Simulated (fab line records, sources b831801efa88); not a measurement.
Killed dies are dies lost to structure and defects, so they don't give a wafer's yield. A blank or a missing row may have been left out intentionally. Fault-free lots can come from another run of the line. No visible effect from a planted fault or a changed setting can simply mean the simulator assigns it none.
A single fault, viewed from 2 desks    flow sfq line    each desk holds nothing but its own numbers, with what lay behind them at the end

TOOL OWNER'S DESK, pvd sputter-03
The tool's own readings at SFQ_TRILAYER_M0_DEP_SPUTTER_019 (material Nb, target thk 200 nm, time 133.3 s): means of the sampled wafers that have a number, for each lot that ran on this tool. The brackets show how far a lot's mean lies from the usual mean; more than 4 standard deviations puts the lot out of limits, marked OUT.
Columns: A = throttle valve pct at SFQ_TRILAYER_M0_DEP_SPUTTER_019, usual 30.1 %
lot   first seen here  A
L760  day 5 00:05      29.7
L764  day 9 05:27      30.3
L770  day 11 01:48     29.8
L772  day 11 17:57     30.2
L773  day 12 04:45     30.1
This desk's verdict: no lot among the 5 shows anything out of limits.

AT THE METROLOGY DESK
Lot by lot, what the gauges showed, no matter which tool ran the lot: averages of those sampled wafers that carry a number. The brackets show how far a lot's mean lies from the usual mean; more than 4 standard deviations puts the lot out of limits, marked OUT.
Columns: A = M0_NB_RS at SFQ_M0_RS_MEAS_904, usual 0.884 ohm/sq
lot   first seen here  A
L759  day 4 22:59      0.885
L760  day 5 00:13      0.883
L761  day 7 17:20      0.891
L763  day 8 23:35      0.884
L764  day 9 05:36      0.877
L770  day 11 01:53     0.804 (-7.3) OUT
L772  day 11 18:02     0.801 (-7.5) OUT
L773  day 12 04:50     0.627 (-23) OUT
L775  day 12 16:52     0.873
L776  day 13 01:26     0.899
L777  day 13 07:09     0.887
L779  day 13 20:22     0.883
L780  day 14 03:33     0.875
L781  day 14 08:22     0.874
L782  day 14 17:58     0.884
This desk's finding: out of limits on L770, L772, L773; first on L770, day 11 01:53 (M0_NB_RS at SFQ_M0_RS_MEAS_904). Within limits: L759, L760, L761, L763, L764, L775, L776, L777, L779, L780, L781, L782.

ALL TOGETHER
An alarm was possible from the metrology desk at day 11 01:53, on L770, L772, L773.
Nothing out of limits was seen by the tool owner's desk.
The tool owner's desk has L770, L772, L773 on record, within its limits.
On pvd sputter-03, each named lot ran SFQ_TRILAYER_M0_DEP_SPUTTER_019.

WHAT THE SIMULATOR HAD PUT IN
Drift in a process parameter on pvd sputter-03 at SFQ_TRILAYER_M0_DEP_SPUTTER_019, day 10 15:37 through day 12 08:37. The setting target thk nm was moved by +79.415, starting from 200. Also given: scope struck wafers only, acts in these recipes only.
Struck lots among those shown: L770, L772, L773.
Delay in hours, fault start to first out-of-limits reading, per desk: metrology desk 10.
